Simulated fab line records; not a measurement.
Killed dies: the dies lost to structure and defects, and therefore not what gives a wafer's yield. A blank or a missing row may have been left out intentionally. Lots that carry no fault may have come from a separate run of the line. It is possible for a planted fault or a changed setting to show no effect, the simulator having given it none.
fab line records    flow gf180mcu    part 1 of 2: steps 1 to 26 of 35
record lots=5  wafers=15  last-day=33
route steps=602 shown V2@392 M3@409
lots that met no fault: from a run of the same line without faults
start-h: hours from the record's first day to the start of the lot's first wafer shown    wait-h: hours elapsed since this lot's preceding step    " repeats the value in the row above    L1.1+2: several wafers, shown together as one row    - value missing, or start not given    * or withheld: withheld    < > ~ a bound
route shown NAME@n: a module of which the file shows steps, and the number in the route of the first    usual: average and standard deviation across the fault-free wafers    same: alike in all rows    chamber/n: place in a boat    sites: each site's reading    _std_site: their standard deviation    _edge_site: outer sites' mean less inner sites'    radius-mm: how far each site lies from the wafer's centre    mask NAME#n: copy n    behind: the last tool/chamber to shape the wafer    hold: why the lot was held/for how many hours/how that ended    device: which transistor (n, p or np) failed to switch    end of line: the same wafers' tests at the end of the route    step lacking rows: just its recipe    killed: not the wafer's yield, but the dies lost to structure and defects at the first sort    map: per-die view of a wafer (x killed, . not killed, _ where there is no die)
set.NAME: the run value of the setting; set.NAME@STEP: its run value at that earlier step    model.NAME: the simulator's own value behind a step, which no gauge read
certain route steps with their lots: each step a table, each wafer a row
services: from which hour (start-h, from the record's first day; less than 0 if before it) a tool's chamber was out of use, for how many hours, and why
## steps
# step GF_V2_SOFTBAKE_10
# recipe temp-c=130  time-s=60  resist=KrF
# usual heater-power-total-W=93.05/0.057
lot.wafer  tool            chamber  start-h  wait-h  heater-power-total-W
L075.1     litho-track-02  0        -        -       93.12
L075.4     "               0        "        "       93.06
L075.5     "               0        "        "       92.96
L076.2     litho-track-01  0        -        -       93.07
L076.4     "               0        "        "       93.13
L076.6     "               0        "        "       92.93
L081.2     litho-track-02  0        -        -       93.12
L081.5     "               0        "        "       93.13
L081.6     "               0        "        "       92.95
L086.1     litho-track-01  0        -        -       93.09
L086.3     "               0        "        "       93.08
L086.4     "               0        "        "       92.96
L092.1     litho-track-01  0        -        -       92.93
L092.3     "               0        "        "       93.18
L092.5     "               0        "        "       93.04
# step GF_V2_EXPOSE_11
# recipe mask-id=Via2  target-cd-nm=260  na=0.68  source-shape=conventional  sigma-outer=0.6  dose-mj=38
lot.wafer   tool            chamber  start-h  wait-h  mask
L075.1+4+5  krf-scanner-01  0        -        -       Via2#0
L076.2+4+6  krf-scanner-01  0        -        -       Via2#0
L081.2+5+6  krf-scanner-01  0        -        -       Via2#0
L086.1+3+4  krf-scanner-01  0        -        -       Via2#0
L092.1+3+5  krf-scanner-02  0        -        -       Via2#0
# step GF_V2_PEB_12
# recipe peb-temp-c=135  peb-time-s=90  resist=KrF
# usual heater-power-total-W=85.70/0.081
lot.wafer  tool            chamber  start-h  wait-h  heater-power-total-W
L075.1     litho-track-02  0        -        -       85.64
L075.4     "               0        "        "       85.57
L075.5     "               0        "        "       85.73
L076.2     litho-track-02  0        -        -       85.65
L076.4     "               0        "        "       85.72
L076.6     "               0        "        "       85.82
L081.2     litho-track-04  0        -        -       85.72
L081.5     "               0        "        "       85.66
L081.6     "               0        "        "       85.80
L086.1     litho-track-02  0        -        -       85.76
L086.3     "               0        "        "       85.58
L086.4     "               0        "        "       85.71
L092.1     litho-track-02  0        -        -       85.63
L092.3     "               0        "        "       85.81
L092.5     "               0        "        "       85.78
# step GF_V2_DEVELOP_13
# recipe develop-time-s=60  resist=KrF  dev-temp-c=21
# usual developer-temp-C=20.98/0.1
lot.wafer  tool            chamber  start-h  wait-h  developer-temp-C
L075.1     litho-track-02  0        474.05   0.2     20.89
L075.4     "               0        "        "       20.84
L075.5     "               0        "        "       20.99
L076.2     litho-track-02  0        482.82   0.2     20.84
L076.4     "               0        "        "       20.95
L076.6     "               0        "        "       21.01
L081.2     litho-track-04  0        523.68   0.2     20.82
L081.5     "               0        "        "       20.97
L081.6     "               0        "        "       21.00
L086.1     litho-track-02  0        570.55   0.2     20.82
L086.3     "               0        "        "       20.74
L086.4     "               0        "        "       20.79
L092.1     litho-track-02  0        611.55   0.2     20.95
L092.3     "               0        "        "       21.04
L092.5     "               0        "        "       21.03
# step GF_V2_CD_MEAS_14
# recipe target-cd-nm=260
# usual cd-nm=259.8/1.6
lot.wafer  tool       chamber  start-h  wait-h  cd-nm
L075.1     cd-sem-02  -        474.20   0.1     256.8
L075.4     "          -        "        "       258.1
L075.5     "          -        "        "       257.6
L076.2     cd-sem-01  -        482.97   0.1     258.2
L076.4     "          -        "        "       258.0
L076.6     "          -        "        "       257.4
L081.2     cd-sem-02  -        523.83   0.1     260.3
L081.5     "          -        "        "       260.3
L081.6     "          -        "        "       260.6
L086.1     cd-sem-01  -        570.70   0.1     261.0
L086.3     "          -        "        "       259.5
L086.4     "          -        "        "       259.4
L092.1     cd-sem-01  -        611.70   0.1     257.6
L092.3     "          -        "        "       258.4
L092.5     "          -        "        "       259.1
# step GF_V2_OVL_MEAS_15
# usual V2_OVL=-3/5.5
lot.wafer  tool        chamber  start-h  wait-h  V2_OVL[nm]
L075.1     overlay-01  -        474.32   0.1     1
L075.4     "           -        "        "       2
L075.5     "           -        "        "       3
L076.2     overlay-02  -        483.08   0.1     5
L076.4     "           -        "        "       -1
L076.6     "           -        "        "       2
L081.2     overlay-02  -        523.93   0.1     1
L081.5     "           -        "        "       -7
L081.6     "           -        "        "       2
L086.1     overlay-01  -        570.82   0.1     -6
L086.3     "           -        "        "       -9
L086.4     "           -        "        "       3
L092.1     overlay-01  -        611.82   0.1     -3
L092.3     "           -        "        "       -9
L092.5     "           -        "        "       2
# step GF_V2_ETCH_16
# recipe chemistry=N2/H2  target-depth-a=withheld  overetch-a=withheld  time-s=withheld  target=BARC  ion-energy-ev=200  source-w=500  bias-w=100  pressure-mtorr=30  n2-flow-sccm=100  h2-flow-sccm=200
# usual drypump-motor-current-A=5.61/0.27  oes-product-au=0.855/0.0049  throttle-valve-pct=13.225/0.0088
lot.wafer  tool         chamber  start-h  wait-h  drypump-motor-current-A  oes-product-au  throttle-valve-pct
L075.1     rie-diel-01  0        474.36   0.0     5.72                     0.856           13.229
L075.4     "            0        "        "       5.74                     0.854           13.244
L075.5     "            3        "        "       5.32                     0.854           13.231
L076.2     rie-diel-03  2        483.11   0.0     5.71                     0.845           13.212
L076.4     "            3        "        "       5.86                     0.854           13.227
L076.6     "            3        "        "       5.86                     0.852           13.222
L081.2     rie-diel-04  2        523.96   0.0     5.19                     0.855           13.215
L081.5     "            1        "        "       5.61                     0.850           13.228
L081.6     "            0        "        "       6.24                     0.857           13.227
L086.1     rie-diel-01  0        570.85   0.0     5.72                     0.850           13.227
L086.3     "            3        "        "       5.33                     0.858           13.233
L086.4     "            1        "        "       5.34                     0.841           13.227
L092.1     rie-diel-03  3        611.85   0.0     5.86                     0.854           13.226
L092.3     "            2        "        "       5.73                     0.861           13.235
L092.5     "            1        "        "       5.49                     0.858           13.234
# step GF_V2_ETCH_17
# recipe chemistry=C4F8/O2/Ar  mask-material=KrF  target=SiO2  stop-on=TiN  source-w=1500  bias-w=1200  pressure-mtorr=40  c4f8-flow-sccm=withheld  O2_flow_sccm=6  Ar_flow_sccm=300  time-s=withheld  target-depth-a=6300
# usual oes-product-au=0.856/0.0046
lot.wafer  tool         chamber  start-h  wait-h  oes-product-au
L075.1     rie-diel-01  0        -        -       0.856
L075.4     "            0        "        "       0.857
L075.5     "            3        "        "       0.856
L076.2     rie-diel-03  2        -        -       0.848
L076.4     "            3        "        "       0.857
L076.6     "            3        "        "       0.850
L081.2     rie-diel-04  2        -        -       0.859
L081.5     "            1        "        "       0.861
L081.6     "            0        "        "       0.846
L086.1     rie-diel-01  0        -        -       0.857
L086.3     "            3        "        "       0.863
L086.4     "            1        "        "       0.857
L092.1     rie-diel-03  3        -        -       0.861
L092.3     "            2        "        "       0.852
L092.5     "            1        "        "       0.854
# step GF_V2_STRIP_18
# recipe chemistry=O2/N2  power-w=1400  pressure-mtorr=1500  platen-temp-c=250  o2-flow-sccm=3000  n2-flow-sccm=300  overash-fraction=0.5
# usual drypump-motor-current-A=5.3/0.38  heater-power-w=327/20  o2-flow-sccm=2999/8.9  oes-product-au=0.594/0.0047
lot.wafer  tool             chamber  start-h  wait-h  drypump-motor-current-A  heater-power-w  o2-flow-sccm  oes-product-au  rf-hours-counter-h
L075.1     plasma-asher-01  1        474.48   -       5.1                      361             2992          0.597           5
L075.4     "                0        "        "       5.2                      336             2998          0.593           -
L075.5     "                1        "        "       5.1                      373             2993          0.602           -
L076.2     plasma-asher-04  0        483.23   -       5.6                      328             3021          0.596           82
L076.4     "                1        "        "       4.8                      307             2993          0.594           -
L076.6     "                1        "        "       4.8                      303             3001          0.598           -
L081.2     plasma-asher-04  1        524.09   -       4.8                      304             3008          0.595           86
L081.5     "                1        "        "       4.8                      315             3017          0.600           -
L081.6     "                0        "        "       5.6                      315             3000          0.592           -
L086.1     plasma-asher-04  1        570.98   -       4.8                      305             2999          0.595           90
L086.3     "                0        "        "       5.5                      329             2992          0.595           -
L086.4     "                1        "        "       4.8                      299             3000          0.586           -
L092.1     plasma-asher-02  1        611.98   -       6.0                      322             3001          0.603           55
L092.3     "                0        "        "       5.4                      321             2997          0.591           -
L092.5     "                0        "        "       5.4                      317             2988          0.590           -
# step GF_V2_STRIP_19
# recipe chemistry=post-etch-residue-remover  time-s=1200  temp-c=72.5
lot.wafer   tool          chamber  start-h  wait-h
L075.1+4+5  wet-bench-03  3        474.58   0.1
L076.2+4+6  wet-bench-04  0        483.33   0.1
L081.2+5+6  wet-bench-03  3        524.19   0.1
L086.1+3+4  wet-bench-01  3        571.08   0.1
L092.1+3+5  wet-bench-03  0        612.08   0.1
# step GF_V2_CLEAN_20
# recipe chemistry=DIW  dry=n2-spin
lot.wafer   tool          chamber  start-h  wait-h
L075.1+4+5  wet-bench-01  1        474.93   0.0
L076.2+4+6  wet-bench-03  1        483.68   0.0
L081.2+5+6  wet-bench-03  2        524.60   0.0
L086.1+3+4  wet-bench-03  0        571.42   0.0
L092.1+3+5  wet-bench-04  2        612.42   0.0
# step GF_V2_SPUTTER_21
# recipe material=Ti  target-thk-nm=15  chamber-pressure-pa=5  power-w=2500  substrate-temp-c=200  time-s=80.02
# usual substrate-temp-c=200.00/0.16  throttle-valve-pct=30.3/1.1
lot.wafer  tool            chamber  start-h  wait-h  substrate-temp-c  throttle-valve-pct
L075.1     pvd-sputter-03  -        475.02   0.0     199.87            29.7
L075.4     "               -        "        "       200.07            30.6
L075.5     "               -        "        "       200.14            28.7
L076.2     pvd-sputter-03  -        483.77   0.0     199.82            29.5
L076.4     "               -        "        "       199.88            28.8
L076.6     "               -        "        "       199.88            31.4
L081.2     pvd-sputter-03  -        524.71   0.0     200.02            31.4
L081.5     "               -        "        "       200.30            31.1
L081.6     "               -        "        "       200.10            30.6
L086.1     pvd-sputter-03  -        571.52   0.0     199.96            29.6
L086.3     "               -        "        "       200.11            31.2
L086.4     "               -        "        "       199.87            28.2
L092.1     pvd-sputter-01  -        612.52   0.0     199.81            30.6
L092.3     "               -        "        "       200.11            30.5
L092.5     "               -        "        "       200.49            30.4
# step GF_V2_SPUTTER_22
# recipe material=TiN  target-thk-nm=10  chamber-pressure-pa=5  power-w=4000  time-s=40
# usual throttle-valve-pct=30.3/1.1
lot.wafer  tool            chamber  start-h  wait-h  throttle-valve-pct
L075.1     pvd-sputter-03  -        475.08   0.0     29.7
L075.4     "               -        "        "       30.7
L075.5     "               -        "        "       28.5
L076.2     pvd-sputter-03  -        483.83   0.0     29.5
L076.4     "               -        "        "       28.6
L076.6     "               -        "        "       31.3
L081.2     pvd-sputter-03  -        524.77   0.0     31.2
L081.5     "               -        "        "       31.3
L081.6     "               -        "        "       30.6
L086.1     pvd-sputter-03  -        571.58   0.0     29.3
L086.3     "               -        "        "       31.1
L086.4     "               -        "        "       28.4
L092.1     pvd-sputter-01  -        612.59   0.0     30.6
L092.3     "               -        "        "       30.3
L092.5     "               -        "        "       30.6
# step GF_V2_CVD_23
# recipe material=W  target-thk-nm=350  time-s=104.94  temp-c=400  pressure-torr=40
# usual heater-power-w=884/69
lot.wafer  tool      chamber  start-h  wait-h  heater-power-w
L075.1     cvd-w-01  1        475.12   0.0     780
L075.4     "         1        "        "       782
L075.5     "         0        "        "       875
L076.2     cvd-w-02  0        483.87   0.0     946
L076.4     "         0        "        "       924
L076.6     "         1        "        "       918
L081.2     cvd-w-02  0        524.81   0.0     979
L081.5     "         0        "        "       923
L081.6     "         1        "        "       914
L086.1     cvd-w-02  1        571.62   0.0     934
L086.3     "         1        "        "       956
L086.4     "         0        "        "       930
L092.1     cvd-w-01  0        612.62   0.0     877
L092.3     "         1        "        "       797
L092.5     "         1        "        "       772
# step GF_V2_RS_MEAS_24
# recipe thk-meas-gauge=four-point-probe  reads=W_of_V2_CVD_23+TiN_of_V2_SPUTTER_22+Ti_of_V2_SPUTTER_21
# usual V2_W_RS=0.328/0.0039
lot.wafer  tool           chamber  start-h  wait-h  V2_W_RS[ohm/sq]
L075.1     film-metro-02  -        475.23   0.1     0.327
L075.4     "              -        "        "       0.324
L075.5     "              -        "        "       0.327
L076.2     film-metro-03  -        484.00   0.1     0.322
L076.4     "              -        "        "       0.322
L076.6     "              -        "        "       0.330
L081.2     film-metro-03  -        524.94   0.1     0.325
L081.5     "              -        "        "       0.326
L081.6     "              -        "        "       0.330
L086.1     film-metro-04  -        571.73   0.1     0.325
L086.3     "              -        "        "       0.330
L086.4     "              -        "        "       0.325
L092.1     film-metro-03  -        612.74   0.1     0.325
L092.3     "              -        "        "       0.324
L092.5     "              -        "        "       0.324
# step GF_V2_THK_MEAS_25
# recipe thk-meas-gauge=xrf  reads=W_of_V2_CVD_23
# usual V2_W_THK=345/4.5
lot.wafer  tool           chamber  start-h  wait-h  V2_W_THK[nm]
L075.1     film-metro-02  -        475.35   0.1     342
L075.4     "              -        "        "       345
L075.5     "              -        "        "       342
L076.2     film-metro-03  -        484.11   0.1     350
L076.4     "              -        "        "       349
L076.6     "              -        "        "       340
L081.2     film-metro-03  -        525.05   0.1     345
L081.5     "              -        "        "       344
L081.6     "              -        "        "       340
L086.1     film-metro-04  -        571.85   0.1     348
L086.3     "              -        "        "       342
L086.4     "              -        "        "       348
L092.1     film-metro-03  -        612.86   0.1     349
L092.3     "              -        "        "       350
L092.5     "              -        "        "       350
# step GF_V2_CMP_26
# recipe stop-on=SiO2  down-force-psi=3.5  platen-rpm=60  t-overpolish-s=15  target-thk-nm=0  pad-velocity-m-s=0.94248
# usual head-pressure-psi=3.500/0.0074  motor-current-A=11.2/1.2  overpolish-run-s=15.000/0.0088  time-to-endpoint-s=84/3.1
lot.wafer  tool    chamber  start-h  wait-h  head-pressure-psi  motor-current-A  overpolish-run-s  time-to-endpoint-s
L075.4     cmp-01  0        475.51   0.1     3.503              12.0             15.012            84
L075.1     "       1        "        "       3.507              11.7             15.015            87
L075.5     "       2        "        "       3.500              10.9             15.005            92
L076.2     cmp-01  1        484.21   0.1     3.504              11.5             15.020            86
L076.4     "       3        "        "       3.498              10.8             15.002            82
L076.6     "       0        "        "       3.506              11.6             14.984            80
L081.2     cmp-01  0        525.32   0.3     3.493              12.1             15.014            84
L081.6     "       0        "        "       3.497              11.9             14.997            83
L081.5     "       1        "        "       3.493              12.0             15.013            88
L086.1     cmp-01  1        571.91   0.1     3.507              11.3             14.998            86
L086.4     "       2        "        "       3.490              10.8             15.024            86
L086.3     "       3        "        "       3.494              10.7             15.004            79
L092.3     cmp-02  1        612.92   0.0     3.501              9.5              14.993            85
L092.1     "       3        "        "       3.497              12.1             14.984            86
L092.5     "       2        "        "       3.490              13.0             14.996            84
# step GF_M3_SPUTTER_00
# recipe material=Ti  target-thk-nm=37.5  arriving-ion-energy-ev=80  substrate-temp-c=200  chamber-pressure-pa=2  power-w=4000  time-s=150
# usual substrate-temp-c=200.00/0.16  throttle-valve-pct=30.9/0.97
lot.wafer  tool            chamber  start-h  wait-h  substrate-temp-c  throttle-valve-pct
L075.1     pvd-sputter-04  -        475.71   0.1     200.21            31.6
L075.4     "               -        "        "       199.61            30.1
L075.5     "               -        "        "       199.83            31.7
L076.2     pvd-sputter-02  -        484.46   0.2     200.09            30.3
L076.4     "               -        "        "       199.95            31.7
L076.6     "               -        "        "       200.13            31.8
L081.2     pvd-sputter-02  -        525.62   0.2     200.07            31.4
L081.5     "               -        "        "       200.14            32.2
L081.6     "               -        "        "       199.79            31.7
L086.1     pvd-sputter-02  -        572.21   0.2     199.91            32.1
L086.3     "               -        "        "       200.08            31.7
L086.4     "               -        "        "       199.98            30.2
L092.1     pvd-sputter-02  -        613.22   0.1     200.04            31.7
L092.3     "               -        "        "       199.98            30.3
L092.5     "               -        "        "       200.06            31.7
# step GF_M3_SPUTTER_01
# recipe material=TiN  target-thk-nm=30  power-w=6500  time-s=25  chamber-pressure-pa=0.4
# usual throttle-valve-pct=31.0/0.95
lot.wafer  tool            chamber  start-h  wait-h  throttle-valve-pct
L075.1     pvd-sputter-04  -        475.81   0.1     31.5
L075.4     "               -        "        "       30.0
L075.5     "               -        "        "       31.8
L076.2     pvd-sputter-02  -        484.56   0.1     30.3
L076.4     "               -        "        "       31.7
L076.6     "               -        "        "       31.5
L081.2     pvd-sputter-02  -        525.72   0.1     31.3
L081.5     "               -        "        "       31.7
L081.6     "               -        "        "       31.8
L086.1     pvd-sputter-02  -        572.31   0.1     31.6
L086.3     "               -        "        "       31.7
L086.4     "               -        "        "       30.3
L092.1     pvd-sputter-02  -        613.32   0.1     31.8
L092.3     "               -        "        "       30.5
L092.5     "               -        "        "       31.9
# step GF_M3_SPUTTER_02
# recipe material=AlCu  target-thk-nm=450  power-w=10600  time-s=23.9  chamber-pressure-pa=0.4
# usual throttle-valve-pct=30.9/0.94
lot.wafer  tool            chamber  start-h  wait-h  throttle-valve-pct
L075.1     pvd-sputter-04  -        475.84   0.0     31.6
L075.4     "               -        "        "       30.0
L075.5     "               -        "        "       31.8
L076.2     pvd-sputter-02  -        484.59   0.0     30.2
L076.4     "               -        "        "       31.7
L076.6     "               -        "        "       31.6
L081.2     pvd-sputter-02  -        525.75   0.0     31.3
L081.5     "               -        "        "       31.5
L081.6     "               -        "        "       31.7
L086.1     pvd-sputter-02  -        572.34   0.0     31.6
L086.3     "               -        "        "       31.4
L086.4     "               -        "        "       30.4
L092.1     pvd-sputter-02  -        613.35   0.0     31.5
L092.3     "               -        "        "       30.3
L092.5     "               -        "        "       31.7
# step GF_M3_SPUTTER_03
# recipe material=Ti  target-thk-nm=10  substrate-temp-c=300  chamber-pressure-pa=0.3  power-w=3000  time-s=6.7
# usual substrate-temp-c=300.02/0.19  throttle-valve-pct=30.9/0.95
lot.wafer  tool            chamber  start-h  wait-h  substrate-temp-c  throttle-valve-pct
L075.1     pvd-sputter-04  -        475.87   0.0     300.05            31.5
L075.4     "               -        "        "       300.07            30.3
L075.5     "               -        "        "       300.32            31.7
L076.2     pvd-sputter-02  -        484.62   0.0     299.89            30.2
L076.4     "               -        "        "       300.11            31.8
L076.6     "               -        "        "       299.58            31.4
L081.2     pvd-sputter-02  -        525.78   0.0     299.88            31.3
L081.5     "               -        "        "       300.13            31.5
L081.6     "               -        "        "       300.11            31.5
L086.1     pvd-sputter-02  -        572.37   0.0     300.15            31.8
L086.3     "               -        "        "       300.00            31.3
L086.4     "               -        "        "       300.26            30.3
L092.1     pvd-sputter-02  -        613.38   0.0     300.05            31.6
L092.3     "               -        "        "       299.88            30.3
L092.5     "               -        "        "       300.04            31.5
# step GF_M3_SPUTTER_04
# recipe material=TiN  target-thk-nm=50  power-w=6500  time-s=41.7  chamber-pressure-pa=0.4
# usual throttle-valve-pct=30.9/0.96
lot.wafer  tool            chamber  start-h  wait-h  throttle-valve-pct
L075.1     pvd-sputter-04  -        475.89   0.0     31.7
L075.4     "               -        "        "       30.3
L075.5     "               -        "        "       31.5
L076.2     pvd-sputter-02  -        484.64   0.0     30.7
L076.4     "               -        "        "       31.7
L076.6     "               -        "        "       31.6
L081.2     pvd-sputter-02  -        525.80   0.0     31.2
L081.5     "               -        "        "       31.8
L081.6     "               -        "        "       31.7
L086.1     pvd-sputter-02  -        572.39   0.0     31.7
L086.3     "               -        "        "       31.7
L086.4     "               -        "        "       30.4
L092.1     pvd-sputter-02  -        613.40   0.0     31.7
L092.3     "               -        "        "       29.9
L092.5     "               -        "        "       31.8
# step GF_M3_RS_MEAS_05
# recipe thk-meas-gauge=four-point-probe  reads=TiN_of_M3_SPUTTER_04+Ti_of_M3_SPUTTER_03+AlCu_of_M3_SPUTTER_02+TiN_of_M3_SPUTTER_01+Ti_of_M3_SPUTTER_00
# usual M3_ALCU_RS=0.0694/0.00072
lot.wafer  tool           chamber  start-h  wait-h  M3_ALCU_RS[ohm/sq]
L075.1     film-metro-03  -        475.93   0.0     0.0684
L075.4     "              -        "        "       0.0696
L075.5     "              -        "        "       0.0684
L076.2     film-metro-01  -        484.70   0.0     0.0697
L076.4     "              -        "        "       0.0697
L076.6     "              -        "        "       0.0699
L081.2     film-metro-02  -        525.86   0.0     0.0692
L081.5     "              -        "        "       0.0694
L081.6     "              -        "        "       0.0692
L086.1     film-metro-01  -        572.43   0.0     0.0708
L086.3     "              -        "        "       0.0707
L086.4     "              -        "        "       0.0708
L092.1     film-metro-02  -        613.44   0.0     0.0694
L092.3     "              -        "        "       0.0694
L092.5     "              -        "        "       0.0690
# step GF_M3_THK_MEAS_06
# recipe thk-meas-gauge=xrf  reads=AlCu_of_M3_SPUTTER_02
# usual M3_ALCU_THK=446/4.6
lot.wafer  tool           chamber  start-h  wait-h  M3_ALCU_THK[nm]
L075.1     film-metro-03  -        476.05   0.1     454
L075.4     "              -        "        "       446
L075.5     "              -        "        "       455
L076.2     film-metro-01  -        484.81   0.1     442
L076.4     "              -        "        "       441
L076.6     "              -        "        "       443
L081.2     film-metro-02  -        525.97   0.1     451
L081.5     "              -        "        "       447
L081.6     "              -        "        "       448
L086.1     film-metro-01  -        572.55   0.1     439
L086.3     "              -        "        "       436
L086.4     "              -        "        "       438
L092.1     film-metro-02  -        613.56   0.1     444
L092.3     "              -        "        "       445
L092.5     "              -        "        "       447
# step GF_M3_DEHYDRATE_07
# recipe temp-c=200  time-s=60
# usual heater-power-total-W=160.39/0.12
lot.wafer  tool            chamber  start-h  wait-h  heater-power-total-W
L075.1     litho-track-01  0        487.07   11.0    160.39
L075.4     "               0        "        "       160.37
L075.5     "               0        "        "       160.33
L076.2     litho-track-01  0        496.15   11.3    160.34
L076.4     "               0        "        "       160.55
L076.6     "               0        "        "       160.24
L081.2     litho-track-04  0        537.23   11.3    160.28
L081.5     "               0        "        "       160.22
L081.6     "               0        "        "       160.32
L086.1     litho-track-04  0        582.71   10.1    160.35
L086.3     "               0        "        "       160.39
L086.4     "               0        "        "       160.38
L092.1     litho-track-03  0        622.93   9.4     160.28
L092.3     "               0        "        "       160.56
L092.5     "               0        "        "       160.28
# step GF_M3_HMDS_08
# recipe prime-time-s=60  prime-temp-c=120
lot.wafer   tool            chamber  start-h  wait-h
L075.1+4+5  litho-track-01  0        487.22   0.1
L076.2+4+6  litho-track-01  0        496.30   0.1
L081.2+5+6  litho-track-04  0        537.38   0.1
L086.1+3+4  litho-track-04  0        582.86   0.1
L092.1+3+5  litho-track-03  0        623.08   0.1
